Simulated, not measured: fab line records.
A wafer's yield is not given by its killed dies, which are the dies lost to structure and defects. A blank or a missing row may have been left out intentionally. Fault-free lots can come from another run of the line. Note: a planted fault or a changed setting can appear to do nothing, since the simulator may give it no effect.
fab line records    flow sky130
record: lots: 6  wafers: 18  lastDay: 50
route steps=708 shown VIA4@658 METAL5@661 PAD_OPEN@708
lots with no fault: from the same line, run without faults
startH: hours from the record's first day to the start of the lot's first wafer shown    waitH: hours elapsed since this lot's preceding step    " identical to the entry in the row above    L1.1+2: several wafers, shown together as one row    - either no value or no given start    * or withheld: withheld    < > ~ a bound
route shown NAME@n: a module of which the file shows steps, and the number in the route of the first    usual: mean/standard deviation taken from wafers without a fault    same: alike in all rows    chamber/n: place in a boat    sites: each site's reading    _std_site: the standard deviation of these    _edge_site: outer sites' mean less inner sites'    radiusMm: for every site, how far away it sits from the centre of the wafer    mask NAME#n: copy n    behind: the most recent tool/chamber to have shaped the wafer    hold: what put the lot on hold/how long, in hours/how the hold closed    device: names the non-switching transistor (n, p or np)    end of line: the same wafers' tests at the end of the route    a step with no rows: only its recipe    killed: not the wafer's yield, but the dies lost to structure and defects at the first sort    map: the dies of a wafer, with x for killed, . for not killed, _ for no die there
set.NAME: the setting that was run; set.NAME@STEP: the one run at that earlier step    model.NAME: the simulator's own value behind a step, which no gauge read
a table for each step, a row for each wafer; lots at some steps of the route
services: a tool's chamber out of use, with start hour (startH, from the record's first day; less than 0 if before it), hours out, and reason
== steps ==
step: SKY_VIA4_RS_MEAS_19
recipe: thkMeasGauge: four-point-probe  reads: W_of_VIA4_CVD_18+TiN_of_VIA4_SPUTTER_17
usual: VIA4_W_RS: 0.229/0.0031
lot.wafer  tool          chamber  startH   waitH  VIA4_W_RS[ohm/sq]
L305.2     filmMetro-02  -        1026.40  0.1    0.228
L305.3     "             -        "        "      0.230
L305.4     "             -        "        "      0.229
L313.1     filmMetro-03  -        1070.79  0.1    0.232
L313.2     "             -        "        "      0.234
L313.3     "             -        "        "      0.233
L316.1     filmMetro-01  -        1083.34  0.1    0.226
L316.4     "             -        "        "      0.231
L316.5     "             -        "        "      0.228
L317.1     filmMetro-03  -        1092.39  0.1    0.227
L317.4     "             -        "        "      0.228
L317.6     "             -        "        "      0.228
L320.3     filmMetro-02  -        1110.82  0.1    0.226
L320.4     "             -        "        "      0.228
L320.6     "             -        "        "      0.231
L325.1     filmMetro-01  -        1141.29  0.1    0.227
L325.3     "             -        "        "      0.228
L325.5     "             -        "        "      0.228
step: SKY_VIA4_THK_MEAS_20
recipe: thkMeasGauge: xrf  reads: W_of_VIA4_CVD_18
usual: VIA4_W_THK: 515/9.7
lot.wafer  tool          chamber  startH   waitH  VIA4_W_THK[nm]
L305.2     filmMetro-02  -        1026.51  0.1    525
L305.3     "             -        "        "      520
L305.4     "             -        "        "      517
L313.1     filmMetro-03  -        1070.91  0.1    500
L313.2     "             -        "        "      497
L313.3     "             -        "        "      498
L316.1     filmMetro-01  -        1083.46  0.1    521
L316.4     "             -        "        "      512
L316.5     "             -        "        "      515
L317.1     filmMetro-03  -        1092.51  0.1    513
L317.4     "             -        "        "      514
L317.6     "             -        "        "      510
L320.3     filmMetro-02  -        1110.92  0.1    532
L320.4     "             -        "        "      524
L320.6     "             -        "        "      521
L325.1     filmMetro-01  -        1141.41  0.1    518
L325.3     "             -        "        "      517
L325.5     "             -        "        "      517
step: SKY_VIA4_CMP_21
recipe: stopOn: SiO2  tOverpolishS: 25  downForcePsi: 3.5  platenRpm: 61.14  targetThkNm: 0  padVelocityMS: 0.94248
usual: motorCurrentA: 11.2/0.95  overpolishRunS: 24.999/0.01  retainingRingPressureFrac: 1.001/0.0055  timeToEndpointS: 117/4.7
lot.wafer  tool    chamber  startH   waitH  motorCurrentA  overpolishRunS  retainingRingPressureFrac  timeToEndpointS
L305.3     cmp-02  0        1026.81  0.3    11.6           25.005          0.997                      115
L305.4     "       1        "        "      10.9           25.010          1.001                      116
L305.2     "       2        "        "      9.9            24.999          0.998                      119
L313.1     cmp-01  2        1071.10  0.2    10.2           25.003          1.003                      112
L313.3     "       3        "        "      10.4           24.991          0.994                      114
L313.2     "       1        "        "      13.1           25.012          0.994                      111
L316.1     cmp-02  3        1083.52  0.1    11.7           24.999          0.999                      117
L316.4     "       0        "        "      11.6           25.021          0.997                      118
L316.5     "       0        "        "      11.4           24.986          0.988                      125
L317.1     cmp-01  1        1092.84  0.3    12.7           25.006          0.999                      114
L317.4     "       2        "        "      10.8           25.000          1.000                      121
L317.6     "       1        "        "      12.8           25.003          0.992                      114
L320.4     cmp-01  2        1110.96  0.0    10.1           25.009          1.002                      115
L320.3     "       0        "        "      13.0           24.991          0.999                      114
L320.6     "       3        "        "      10.7           25.019          1.008                      113
L325.1     cmp-02  2        1142.52  1.1    9.5            24.987          1.001                      123
L325.3     "       3        "        "      11.2           25.015          0.988                      117
L325.5     "       1        "        "      11.1           24.990          0.993                      116
step: SKY_METAL5_SPUTTER_00
recipe: material: Ti  targetThkNm: 15  powerW: 3000  timeS: 10  chamberPressurePa: 0.4
usual: throttleValvePct: 30.0/0.9
same: timeS: 10
lot.wafer  tool           chamber  startH   waitH  throttleValvePct
L305.2     pvdSputter-04  -        1027.11  0.1    28.3
L305.3     "              -        "        "      30.8
L305.4     "              -        "        "      29.5
L313.1     pvdSputter-04  -        1071.40  0.2    28.3
L313.2     "              -        "        "      31.3
L313.3     "              -        "        "      30.3
L316.1     pvdSputter-02  -        1083.82  0.2    30.2
L316.4     "              -        "        "      31.0
L316.5     "              -        "        "      30.5
L317.1     pvdSputter-04  -        1093.09  0.2    29.4
L317.4     "              -        "        "      28.2
L317.6     "              -        "        "      28.1
L320.3     pvdSputter-02  -        1111.26  0.1    30.2
L320.4     "              -        "        "      30.0
L320.6     "              -        "        "      30.6
L325.1     pvdSputter-03  -        1142.77  0.2    30.5
L325.3     "              -        "        "      29.7
L325.5     "              -        "        "      30.8
step: SKY_METAL5_SPUTTER_01
recipe: material: TiN  targetThkNm: 20  powerW: 6500  timeS: 16.7  chamberPressurePa: 0.4
usual: throttleValvePct: 30.0/0.89
same: timeS: 16.7
lot.wafer  tool           chamber  startH   waitH  throttleValvePct
L305.2     pvdSputter-04  -        1027.14  0.0    28.2
L305.3     "              -        "        "      31.2
L305.4     "              -        "        "      29.3
L313.1     pvdSputter-04  -        1071.42  0.0    28.0
L313.2     "              -        "        "      31.1
L313.3     "              -        "        "      29.9
L316.1     pvdSputter-02  -        1083.85  0.0    30.3
L316.4     "              -        "        "      31.3
L316.5     "              -        "        "      30.0
L317.1     pvdSputter-04  -        1093.11  0.0    29.5
L317.4     "              -        "        "      28.0
L317.6     "              -        "        "      28.2
L320.3     pvdSputter-02  -        1111.29  0.0    30.2
L320.4     "              -        "        "      30.1
L320.6     "              -        "        "      30.4
L325.1     pvdSputter-03  -        1142.79  0.0    30.3
L325.3     "              -        "        "      29.8
L325.5     "              -        "        "      30.4
step: SKY_METAL5_SPUTTER_02
recipe: material: AlCu  targetThkNm: 1150  powerW: 10600  timeS: 61.2  chamberPressurePa: 0.4
step: SKY_METAL5_SPUTTER_03
recipe: material: Ti  targetThkNm: 5  powerW: 3000  timeS: 3.3  chamberPressurePa: 0.4
usual: throttleValvePct: 30.0/0.91
same: timeS: 3.3
lot.wafer  tool           chamber  startH   waitH  throttleValvePct
L305.2     pvdSputter-04  -        1027.21  0.0    28.4
L305.3     "              -        "        "      31.1
L305.4     "              -        "        "      29.4
L313.1     pvdSputter-04  -        1071.49  0.0    28.2
L313.2     "              -        "        "      31.4
L313.3     "              -        "        "      30.0
L316.1     pvdSputter-02  -        1083.92  0.0    30.4
L316.4     "              -        "        "      31.1
L316.5     "              -        "        "      29.9
L317.1     pvdSputter-04  -        1093.19  0.0    29.2
L317.4     "              -        "        "      28.2
L317.6     "              -        "        "      28.4
L320.3     pvdSputter-02  -        1111.36  0.0    30.0
L320.4     "              -        "        "      30.3
L320.6     "              -        "        "      30.4
L325.1     pvdSputter-03  -        1142.86  0.0    30.6
L325.3     "              -        "        "      29.7
L325.5     "              -        "        "      30.6
step: SKY_METAL5_SPUTTER_04
recipe: material: TiN  targetThkNm: 70  powerW: 6500  timeS: 58.3  chamberPressurePa: 0.4
usual: throttleValvePct: 30.1/0.91
same: timeS: 58.3
lot.wafer  tool           chamber  startH   waitH  throttleValvePct
L305.2     pvdSputter-04  -        1027.23  0.0    28.1
L305.3     "              -        "        "      31.1
L305.4     "              -        "        "      29.3
L313.1     pvdSputter-04  -        1071.51  0.0    28.3
L313.2     "              -        "        "      31.1
L313.3     "              -        "        "      30.2
L316.1     pvdSputter-02  -        1083.94  0.0    30.5
L316.4     "              -        "        "      31.1
L316.5     "              -        "        "      30.1
L317.1     pvdSputter-04  -        1093.20  0.0    29.5
L317.4     "              -        "        "      28.2
L317.6     "              -        "        "      28.1
L320.3     pvdSputter-02  -        1111.38  0.0    30.1
L320.4     "              -        "        "      30.2
L320.6     "              -        "        "      30.3
L325.1     pvdSputter-03  -        1142.88  0.0    30.3
L325.3     "              -        "        "      30.0
L325.5     "              -        "        "      30.4
step: SKY_METAL5_RS_MEAS_05
recipe: thkMeasGauge: four-point-probe  reads: TiN_of_METAL5_SPUTTER_04+Ti_of_METAL5_SPUTTER_03+AlCu_of_METAL5_SPUTTER_02+TiN_of_METAL5_SPUTTER_01+Ti_of_METAL5_SPUTTER_00
usual: METAL5_ALCU_RS: 0.0271/0.00034
lot.wafer  tool          chamber  startH   waitH  METAL5_ALCU_RS[ohm/sq]
L305.2     filmMetro-01  -        1027.30  0.0    0.0268
L305.3     "             -        "        "      0.0266
L305.4     "             -        "        "      0.0270
L313.1     filmMetro-04  -        1071.56  0.0    0.0269
L313.2     "             -        "        "      0.0264
L313.3     "             -        "        "      0.0264
L316.1     filmMetro-01  -        1083.99  0.0    0.0274
L316.4     "             -        "        "      0.0273
L316.5     "             -        "        "      0.0271
L317.1     filmMetro-04  -        1093.25  0.0    0.0271
L317.4     "             -        "        "      0.0270
L317.6     "             -        "        "      0.0271
L320.3     filmMetro-01  -        1111.47  0.1    0.0271
L320.4     "             -        "        "      0.0270
L320.6     "             -        "        "      0.0273
L325.1     filmMetro-03  -        1142.93  0.0    0.0278
L325.3     "             -        "        "      0.0274
L325.5     "             -        "        "      0.0279
step: SKY_METAL5_THK_MEAS_06
recipe: thkMeasGauge: xrf  reads: AlCu_of_METAL5_SPUTTER_02
usual: METAL5_ALCU_THK: 1153/15
lot.wafer  tool          chamber  startH   waitH  METAL5_ALCU_THK[nm]
L305.2     filmMetro-01  -        1027.41  0.1    1158
L305.3     "             -        "        "      1163
L305.4     "             -        "        "      1151
L313.1     filmMetro-04  -        1071.68  0.1    1159
L313.2     "             -        "        "      1190
L313.3     "             -        "        "      1186
L316.1     filmMetro-01  -        1084.11  0.1    1132
L316.4     "             -        "        "      1132
L316.5     "             -        "        "      1153
L317.1     filmMetro-04  -        1093.37  0.1    1168
L317.4     "             -        "        "      1167
L317.6     "             -        "        "      1163
L320.3     filmMetro-01  -        1111.57  0.1    1140
L320.4     "             -        "        "      1152
L320.6     "             -        "        "      1131
L325.1     filmMetro-03  -        1143.05  0.1    1129
L325.3     "             -        "        "      1142
L325.5     "             -        "        "      1140
step: SKY_METAL5_DEHYDRATE_07
recipe: tempC: 200  timeS: 60
step: SKY_METAL5_HMDS_08
recipe: primeTimeS: 60  primeTempC: 120
step: SKY_METAL5_COAT_09
recipe: resist: NOVOLAK  spinRpm: 3000  resistThkNm: 1800
lot.wafer  tool           chamber  startH   waitH  model.NOVOLAK_of_METAL5_COAT_09.thkNm
L305.2     lithoTrack-01  0        1037.07  0.1    1809
L305.3     "              0        "        "      1804
L305.4     "              0        "        "      1805
L313.1     lithoTrack-04  0        1081.53  0.1    1798
L313.2     "              0        "        "      1797
L313.3     "              0        "        "      1800
L316.1     lithoTrack-02  0        1094.52  0.1    1910
L316.4     "              0        "        "      1903
L316.5     "              0        "        "      1909
L317.1     lithoTrack-02  0        1102.12  0.1    1916
L317.4     "              0        "        "      1910
L317.6     "              0        "        "      1915
L320.3     lithoTrack-01  0        1120.45  0.1    1799
L320.4     "              0        "        "      1796
L320.6     "              0        "        "      1802
L325.1     lithoTrack-01  0        1151.80  0.1    1801
L325.3     "              0        "        "      1806
L325.5     "              0        "        "      1802
step: SKY_METAL5_SOFTBAKE_10
recipe: tempC: 90  timeS: 60  resist: NOVOLAK
step: SKY_METAL5_EXPOSE_11
recipe: maskId: MM5  na: 0.6  sourceShape: conventional  sigmaOuter: 0.6  polarization: unpolarized  targetCdNm: 1600  doseMj: 190
step: SKY_METAL5_PEB_12
recipe: tempC: withheld  timeS: *  resist: NOVOLAK
step: SKY_METAL5_DEVELOP_13
recipe: resist: NOVOLAK  developer: TMAH  developTimeS: 60  devTempC: 23
step: SKY_METAL5_DESCUM_14
recipe: chemistry: O2  sourcePowerW: 150  biasPowerW: 0  pressureMtorr: 10  tempC: 40  timeS: 11
usual: drypumpMotorCurrentA: 5.4/0.58  oesProductAu: 0.993/0.017  rfFwdPowerW: 147.2/0.72
same: timeS: 11
lot.wafer  tool         chamber  startH   waitH  drypumpMotorCurrentA  oesProductAu  rfFwdPowerW  rfHoursCounterH  model.METAL5.cdNm
L305.2     rieMetal-03  1        1048.45  0.1    5.3                   1.007         146.2        11               1600
L305.3     "            0        "        "      5.0                   0.970         147.8        -                1600
L305.4     "            1        "        "      5.3                   1.008         145.6        -                1601
L313.1     rieMetal-01  0        1092.92  0.1    5.9                   0.996         148.6        8                1601
L313.2     "            1        "        "      6.2                   1.021         147.7        17               1598
L313.3     "            1        "        "      6.2                   1.019         147.6        -                1601
L316.1     rieMetal-03  1        1103.68  0.1    5.2                   1.017         147.0        16               1610
L316.4     "            1        "        "      5.2                   0.996         146.3        -                1608
L316.5     "            1        "        "      5.3                   0.989         145.9        -                1611
L317.1     rieMetal-03  0        1113.38  0.1    5.0                   0.982         147.4        13               1605
L317.4     "            0        "        "      5.0                   0.968         147.5        -                1607
L317.6     "            0        "        "      5.0                   0.978         147.6        -                1605
L320.3     rieMetal-02  1        1130.74  0.1    6.3                   0.979         147.3        -                1601
L320.4     "            0        "        "      4.7                   0.986         148.2        -                1603
L320.6     "            1        "        "      6.3                   0.976         147.7        -                1603
L325.1     rieMetal-02  0        1160.05  0.1    4.7                   0.987         147.3        24               1598
L325.3     "            1        "        "      6.3                   0.989         147.8        -                1602
L325.5     "            1        "        "      6.3                   0.987         147.8        -                1602
step: SKY_METAL5_METAL_ETCH_15
recipe: targetDepthA: 12600  stopOn: SiO2  overEtchFrac: 0.2  timeS: 252  chemistry: Cl2/BCl3  resistSidewallDeg: 86  pressureMtorr: 10  icpW: 900  biasW: 48.5  Cl2_flow_sccm: 60  bcl3FlowSccm: 30
usual: drypumpMotorCurrentA: 5.4/0.58  oesProductAu: 0.894/0.0054  rfFwdPowerW: 897.2/2.8  throttleValvePct: 22.265/0.0087
same: timeS: 252
lot.wafer  tool         chamber  startH   waitH  drypumpMotorCurrentA  oesProductAu  rfFwdPowerW  rfHoursCounterH  throttleValvePct  model.NOVOLAK_of_METAL5_COAT_09.thkNm
L305.2     rieMetal-03  1        1048.48  0.0    5.2                   0.894         899.6        11               22.248            1034
L305.3     "            0        "        "      5.0                   0.896         898.2        -                22.249            1081
L305.4     "            1        "        "      5.3                   0.895         891.7        -                22.276            1037
L313.1     rieMetal-01  0        1092.96  0.0    5.9                   0.889         897.3        8                22.265            1038
L313.2     "            1        "        "      6.3                   0.884         898.2        17               22.252            1018
L313.3     "            1        "        "      6.3                   0.900         895.2        -                22.247            1022
L316.1     rieMetal-03  1        1103.72  0.0    5.3                   0.905         899.1        16               22.260            1139
L316.4     "            1        "        "      5.3                   0.888         895.5        -                22.283            1131
L316.5     "            1        "        "      5.3                   0.889         897.0        -                22.281            1143
L317.1     rieMetal-03  0        1113.42  0.0    5.0                   0.886         899.9        13               22.273            1177
L317.4     "            0        "        "      5.0                   0.902         894.4        -                22.271            1170
L317.6     "            0        "        "      5.0                   0.894         897.5        -                22.271            1182
L320.3     rieMetal-02  1        1130.84  0.1    6.3                   0.891         902.6        -                22.274            1053
L320.4     "            0        "        "      4.7                   0.892         900.2        -                22.257            1039
L320.6     "            1        "        "      6.3                   0.895         900.2        -                22.266            1052
L325.1     rieMetal-02  0        1160.08  0.0    4.7                   0.887         898.9        24               22.265            1039
L325.3     "            1        "        "      6.3                   0.902         895.1        -                22.263            1040
L325.5     "            1        "        "      6.3                   0.895         896.1        -                22.272            1036
step: SKY_METAL5_STRIP_16
recipe: chemistry: O2/N2  powerW: 1400  pressureMtorr: 1500  platenTempC: withheld  o2FlowSccm: 3000  n2FlowSccm: 300  overashFraction: 0.5
usual: drypumpMotorCurrentA: 5.6/0.47  n2FlowSccm: 299.8/0.89  oesProductAu: 0.710/0.0049  stripTimeToEndpointS: 13.19/0.22
lot.wafer  tool            chamber  startH   waitH  drypumpMotorCurrentA  n2FlowSccm  oesProductAu  rfHoursCounterH  stripTimeToEndpointS
L305.2     plasmaAsher-03  1        1048.72  0.2    5.0                   299.8       0.713         119              13.05
L305.3     "               0        "        "      6.1                   299.9       0.711         -                13.58
L305.4     "               1        "        "      5.1                   299.0       0.708         -                13.10
L313.1     plasmaAsher-03  1        1093.19  0.2    5.1                   298.9       0.718         3                13.10
L313.2     "               0        "        "      6.1                   299.2       0.706         3                12.89
L313.3     "               1        "        "      5.1                   298.1       0.706         -                12.93
L316.1     plasmaAsher-03  1        1103.95  0.2    5.1                   298.4       0.721         4                14.26
L316.4     "               1        "        "      5.1                   300.3       0.707         -                14.17
L316.5     "               1        "        "      5.1                   299.5       0.709         -                14.29
L317.1     plasmaAsher-04  0        1113.65  0.2    5.7                   298.5       0.712         37               14.67
L317.4     "               0        "        "      5.8                   299.5       0.707         -                14.59
L317.6     "               1        "        "      6.1                   298.8       0.707         -                14.73
L320.3     plasmaAsher-03  1        1131.03  0.1    5.1                   301.5       0.710         -                13.24
L320.4     "               0        "        "      6.1                   300.2       0.717         -                13.13
L320.6     "               1        "        "      5.1                   302.3       0.707         -                13.23
L325.1     plasmaAsher-02  1        1160.32  0.2    5.6                   299.8       0.711         68               13.12
L325.3     "               0        "        "      4.9                   299.6       0.710         -                13.13
L325.5     "               0        "        "      4.9                   299.7       0.709         -                13.09
step: SKY_METAL5_STRIP_17
recipe: chemistry: postEtchResidueRemover  timeS: 1200  tempC: 72.5
step: SKY_PAD_OPEN_PROBE_99
usual: defectLimitedYield: 82.2/1.8  killed_at_M0_to_M3: 44/6.9  killed_at_M4_up: 3.3/2  killedAtContacts: 25/5.4  killedAtFrontEnd: 16/4.6  killedAtOther: 0.2/0.51  killedDies: 88/8.9  killedOpen: 48/6.8  killedShort: 39/5.8  sort_bin_3_pad_short: 0.8/0.44  sort_bin_5_function: 10.6/1.4  sort_bin_6_memory: 6.4/1.1  sortNPass: 404/8.9  sortYieldPct: 82.2/1.8
same: grossDies: 492  killedAtBackSide: 0  sort_bin_4_leakage[%]: 0  sort_bin_8_speed[%]: 0
lot.wafer  tool       chamber  startH   waitH  defectLimitedYield[%]  killed_at_M0_to_M3  killed_at_M4_up  killedAtContacts  killedAtFrontEnd  killedAtOther  killedDies  killedOpen  killedShort  sort_bin_3_pad_short[%]  sort_bin_5_function[%]  sort_bin_6_memory[%]  sortNPass  sortYieldPct[%]
L313.1     prober-01  -        1135.61  0.1    82.7                   49                  7                20                9                 0              85          47          34           1.0                      10.8                    5.5                   407        82.7
L313.2     prober-01  -        1135.66  0.1    81.7                   42                  7                25                16                0              90          50          39           1.2                      11.6                    5.5                   402        81.7
L313.3     prober-01  -        1135.71  0.2    82.7                   51                  4                16                14                0              85          48          37           0.8                      9.8                     6.7                   407        82.7
L316.1     prober-02  -        1146.21  0.1    82.5                   36                  6                26                18                0              86          52          34           0.6                      10.0                    6.9                   406        82.5
L316.4     prober-02  -        1146.36  0.2    81.7                   50                  2                23                13                2              90          47          43           1.0                      10.8                    6.5                   402        81.7
L316.5     prober-02  -        1146.41  0.2    82.3                   43                  1                21                22                0              87          48          39           0.2                      10.8                    6.7                   405        82.3
L317.1     prober-01  -        1153.63  0.1    82.3                   47                  2                20                16                2              87          51          36           2.0                      9.3                     6.3                   405        82.3
L317.4     prober-01  -        1153.78  0.2    84.3                   44                  1                16                16                0              77          47          30           0.8                      9.8                     5.1                   415        84.3
L317.6     prober-01  -        1153.88  0.2    82.9                   45                  3                22                14                0              84          46          38           0.6                      9.8                     6.7                   408        82.9
L320.3     prober-02  -        1169.50  0.2    81.7                   40                  6                29                15                0              90          47          43           1.0                      12.8                    4.5                   402        81.7
L320.4     prober-02  -        1169.55  0.2    85.0                   41                  3                21                9                 0              74          38          36           0.4                      9.6                     5.1                   418        85.0
L320.6     prober-02  -        1169.65  0.2    84.6                   40                  2                17                17                0              76          38          38           1.0                      10.2                    4.3                   416        84.6
killed by level:class
L313.1 VIA1:geometricParticle:open=13 LI_CONTACT:geometricParticle:open=10 METAL1:geometricParticle:short=7 CONTACT:geometricParticle:open=6 VIA3:geometricParticle:open=6 FIELD_ISO:geometricParticle:open=5 METAL2:geometricParticle:short=5 VIA1:geometricParticle:short=5
L313.2 VIA1:geometricParticle:open=15 CONTACT:geometricParticle:open=11 FIELD_ISO:geometricParticle:open=8 VIA1:geometricParticle:short=7 METAL4:geometricParticle:short=6 LI_CONTACT:geometricParticle:open=6 METAL1:geometricParticle:short=5 METAL2:geometricParticle:short=4
L313.3 VIA1:geometricParticle:open=12 METAL1:geometricParticle:short=8 VIA2:geometricParticle:open=8 VIA3:geometricParticle:open=7 FIELD_ISO:geometricParticle:open=6 LI_CONTACT:geometricParticle:open=4 CONTACT:geometricParticle:short=4 VIA3:geometricParticle:short=3
L316.1 CONTACT:geometricParticle:open=9 VIA2:geometricParticle:open=8 VIA1:geometricParticle:open=7 VIA3:geometricParticle:open=7 FIELD_ISO:geometricParticle:short=6 LOCAL_INTERCONNECT:geometricParticle:short=6 LI_CONTACT:geometricParticle:open=6 FIELD_ISO:geometricParticle:open=5
L316.4 CONTACT:geometricParticle:open=10 METAL1:geometricParticle:short=9 LI_CONTACT:geometricParticle:open=8 VIA1:geometricParticle:open=8 VIA3:geometricParticle:open=7 METAL2:geometricParticle:short=7 VIA2:geometricParticle:open=5 VIA2:geometricParticle:short=4
L316.5 VIA1:geometricParticle:open=13 FIELD_ISO:geometricParticle:open=7 VIA1:geometricParticle:short=7 FIELD_ISO:geometricParticle:short=6 VIA2:geometricParticle:open=6 LOCAL_INTERCONNECT:geometricParticle:short=5 CONTACT:geometricParticle:short=5 VIA3:geometricParticle:open=5
L317.1 VIA1:geometricParticle:open=15 CONTACT:geometricParticle:open=7 METAL2:geometricParticle:short=7 POLY_GATE:geometricParticle:open=6 LI_CONTACT:geometricParticle:open=5 VIA3:geometricParticle:open=5 VIA2:geometricParticle:open=4 FIELD_ISO:geometricParticle:open=3
L317.4 VIA1:geometricParticle:open=15 CONTACT:geometricParticle:open=8 POLY_GATE:geometricParticle:open=6 VIA2:geometricParticle:open=6 POLY_GATE:geometricParticle:short=5 LI_CONTACT:geometricParticle:open=4 VIA1:geometricParticle:short=4 METAL3:geometricParticle:short=3
L317.6 VIA1:geometricParticle:open=11 CONTACT:geometricParticle:open=8 VIA2:geometricParticle:open=7 VIA1:geometricParticle:short=6 METAL2:geometricParticle:short=6 POLY_GATE:geometricParticle:open=5 LOCAL_INTERCONNECT:geometricParticle:short=5 METAL1:geometricParticle:short=5
L320.3 CONTACT:geometricParticle:open=10 CONTACT:geometricParticle:short=7 VIA1:geometricParticle:open=7 VIA2:geometricParticle:open=7 LI_CONTACT:geometricParticle:open=6 VIA1:geometricParticle:short=6 METAL4:geometricParticle:short=6 FIELD_ISO:geometricParticle:open=5
L320.4 VIA2:geometricParticle:open=9 VIA3:geometricParticle:open=8 CONTACT:geometricParticle:open=7 VIA1:geometricParticle:open=5 CONTACT:geometricParticle:short=5 VIA3:geometricParticle:short=5 LI_CONTACT:geometricParticle:open=4 METAL2:geometricParticle:short=4
L320.6 METAL1:geometricParticle:short=7 VIA1:geometricParticle:open=7 FIELD_ISO:geometricParticle:open=6 CONTACT:geometricParticle:open=6 VIA2:geometricParticle:open=6 LOCAL_INTERCONNECT:geometricParticle:short=4 VIA1:geometricParticle:short=4 VIA2:geometricParticle:short=4
== services ==
tool            chamber  startH   hours  kind
rieMetal-01     0        1008.00  4.2    repair
cmp-02          -        1011.90  4.4    pm
pvdSputter-02   0        1016.43  -      consumableReplace:kit
pvdSputter-02   0        1016.43  18.0   scheduledDown
cmp-01          -        1024.91  10.5   repair
cmp-02          -        1035.63  11.4   pm
cmp-01          -        1036.16  7.5    repair
cmp-01          -        1036.56  5.1    repair
pvdSputter-04   -        1044.65  2.2    repair
plasmaAsher-02  -        1047.42  1.4    repair
plasmaAsher-03  -        1055.25  9.0    pm
pvdSputter-02   -        1067.07  2.8    repair
pvdSputter-04   3        1069.95  -      consumableReplace:kit
pvdSputter-04   3        1069.95  18.0   scheduledDown
pvdSputter-04   3        1069.95  18.0   ventCycle
pvdSputter-03   -        1074.06  7.4    repair
pvdSputter-03   -        1080.23  2.0    repair
cmp-02          -        1084.03  4.0    pm
plasmaAsher-02  -        1101.56  14.6   pm
rieMetal-02     -        1110.18  14.6   pm
cmp-01          -        1138.78  6.7    pm
pvdSputter-04   2        1152.58  -      consumableReplace:kit
pvdSputter-04   2        1152.58  18.0   scheduledDown
pvdSputter-04   2        1152.58  18.0   ventCycle
== key ==
firstSign: step: SKY_METAL5_STRIP_16  reading: stripTimeToEndpointS  direction: up  sigmas: 5.6  usual: *  struck: *
effect none on later readings
modelEffect: step: SKY_METAL5_COAT_09  value: NOVOLAK_of_METAL5_COAT_09.thkNm  without: 1800  struck: 1911
modelEffect: step: SKY_METAL5_DESCUM_14  value: METAL5.cdNm  without: 1599  struck: 1608
modelEffect: step: SKY_METAL5_METAL_ETCH_15  value: NOVOLAK_of_METAL5_COAT_09.thkNm  without: 1047  struck: 1157
metAt SKY_METAL5_COAT_09
struckWafers L316.1,L316.4,L316.5,L317.1,L317.4,L317.6
alsoFits SKY_METAL5_DESCUM_14:rieMetal-03,SKY_METAL5_METAL_ETCH_15:rieMetal-03
fault: kind: processParameterDrift  tool: lithoTrack-02  chamber: -  onsetH: 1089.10  steps: SKY_METAL5_COAT_09  channel: resistThkNm  offset: 110.26  shape: step  endH: 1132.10  actsIn: theseRecipesOnly  stated: 1800
